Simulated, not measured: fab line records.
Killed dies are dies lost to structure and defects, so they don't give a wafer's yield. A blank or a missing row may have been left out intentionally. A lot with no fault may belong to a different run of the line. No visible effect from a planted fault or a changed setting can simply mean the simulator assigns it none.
Which tool is to blame? | flow sky130 | 18 wafers from 6 lots sampled at 3 of the route's 708 steps

## WHAT EACH GAUGE READ, for each wafer
SKY_VT_ADJUST_HVTP_TW_MEAS_11.
lot  | measured     | on            | VT_ADJUST_HVTP_TW
L477 | day 6 06:20  | film-metro-03 | 1358 1352 1345
L479 | day 6 19:56  | film-metro-02 | 1328 1329 1328
L488 | day 9 11:59  | film-metro-02 | 30 30 30
L494 | day 11 01:05 | film-metro-02 | 1338 1341 1346
L496 | day 11 09:29 | film-metro-03 | 1354 1362 1367
L498 | day 11 22:00 | film-metro-04 | 1361 1362 1358

## EACH LOT AND THE TOOL THAT RAN IT (in order: tool; ch and the chambers of the sampled wafers; start)
lot  | SKY_NWELL_STRIP_25                   | SKY_VT_ADJUST_HVTP_STRIP_10
L477 | plasma-asher-03 ch 0,1, day 5 11:43  | plasma-asher-03 ch 0,1, day 6 06:14
L479 | plasma-asher-04 ch 0,1, day 6 00:30  | plasma-asher-03 ch 0,1, day 6 19:50
L488 | plasma-asher-03 ch 0,1, day 8 14:10  | plasma-asher-02 ch 0,1, day 9 11:53
L494 | plasma-asher-04 ch 0,1, day 10 01:58 | plasma-asher-01 ch 0,1, day 11 00:59
L496 | plasma-asher-04 ch 0,1, day 10 09:36 | plasma-asher-03 ch 0,1, day 11 09:23
L498 | plasma-asher-04 ch 0,1, day 10 21:25 | plasma-asher-03 ch 0,1, day 11 21:54
- SKY_NWELL_STRIP_25: strips in O2/N2.
- SKY_VT_ADJUST_HVTP_STRIP_10: strips in O2/N2.

## THE ANSWER, worked out from the rows above alone
Rule: what is usual is taken from the lots themselves. The widest of any qualifying gaps counts: lots, ordered by their means at a reading, are off when they make up no more than a third of the lots, leave a main group of 4 or more, and stand apart from it by 3 or more times the standard deviation of that group's means. A main group whose means are all the same, to the digits that the tables above print for the reading, isn't used. Also off: a lot with no number at a reading for which 4 or more lots have one. The other lots that the step has rows for count as sound.
Off: L488, at SKY_VT_ADJUST_HVTP_TW_MEAS_11 (VT_ADJUST_HVTP_TW). Mean 1349 and standard deviation 12 in the main group.
A tool fits if, at a process step before that reading, it ran every lot that is off, and no sound lot after the first of them. Those tools and the gauges at SKY_VT_ADJUST_HVTP_TW_MEAS_11 are tried in the same way. 2 tools fit, plasma-asher-03 at SKY_NWELL_STRIP_25 and plasma-asher-02 at SKY_VT_ADJUST_HVTP_STRIP_10, so this cannot tell which one it is.

## WHAT WAS PUT IN BY THE SIMULATOR
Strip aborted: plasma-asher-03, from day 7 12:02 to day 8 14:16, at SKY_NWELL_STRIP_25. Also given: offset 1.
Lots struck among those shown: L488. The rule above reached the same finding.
